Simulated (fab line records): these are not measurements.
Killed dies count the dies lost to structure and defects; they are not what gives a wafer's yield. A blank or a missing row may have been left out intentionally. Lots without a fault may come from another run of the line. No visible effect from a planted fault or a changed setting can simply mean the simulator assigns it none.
Which tool did it? | flow sky130 | Sampling: 6 lots, 18 wafers, 2 of 708 route steps

== WHAT EACH GAUGE READ, for each wafer ==
SKY_NWELL_RS_MEAS_31: uses a four-point probe to measure.
lot  | measured     | on           | PWDE_RS (ohm/sq)
L400 | day 5 23:59  | filmMetro-02 | 5265 5281 5245
L403 | day 6 13:40  | filmMetro-04 | 5275 5310 5310
L407 | day 7 15:21  | filmMetro-04 | 5265 5255 5261
L409 | day 8 02:04  | filmMetro-03 | 5281 5265 5262
L413 | day 8 23:43  | filmMetro-03 | 5294 5292 5294
L417 | day 10 03:16 | filmMetro-03 | 5393 5368 5396

== WHICH TOOL RAN EACH LOT (tool, then ch and the chambers of the sampled wafers, then the start) ==
lot  | SKY_PWDE_IMPLANT_08
L400 | implanter-04 ch 0, day 4 10:52
L403 | implanter-01 ch 0, day 5 00:52
L407 | implanter-04 ch 0, day 5 23:48
L409 | implanter-04 ch 0, day 6 10:39
L413 | implanter-01 ch 0, day 7 07:28
L417 | implanter-01 ch 0, day 8 08:22
- SKY_PWDE_IMPLANT_08

== THE ANSWER, worked out from the rows above alone ==
Rule: the lots themselves supply what counts as usual. Put in order of their means at a reading, lots are off if they are a third of the lots or fewer, leave a main group of 4 or more, and stand apart from it by a gap of 3 or more times the standard deviation of the main group's means; of several such gaps the widest counts. A main group whose means are all the same, to the digits that the tables above print for the reading, isn't used. Also off: a lot with no number at a reading for which 4 or more lots have one. Any other lot the step has rows for is counted as sound.
Off: L417, at SKY_NWELL_RS_MEAS_31 (PWDE_RS). Main group: mean 5277 ohm/sq, sd 16.
If a tool, at a process step before that reading, ran all the lots that are off and no sound lot after the first of them, it fits. The gauges at SKY_NWELL_RS_MEAS_31 are tried like those tools. This does not decide it: 2 tools fit, namely implanter-01 at SKY_PWDE_IMPLANT_08 and filmMetro-03 at SKY_NWELL_RS_MEAS_31.

== WHAT HAD BEEN PUT IN BY THE SIMULATOR ==
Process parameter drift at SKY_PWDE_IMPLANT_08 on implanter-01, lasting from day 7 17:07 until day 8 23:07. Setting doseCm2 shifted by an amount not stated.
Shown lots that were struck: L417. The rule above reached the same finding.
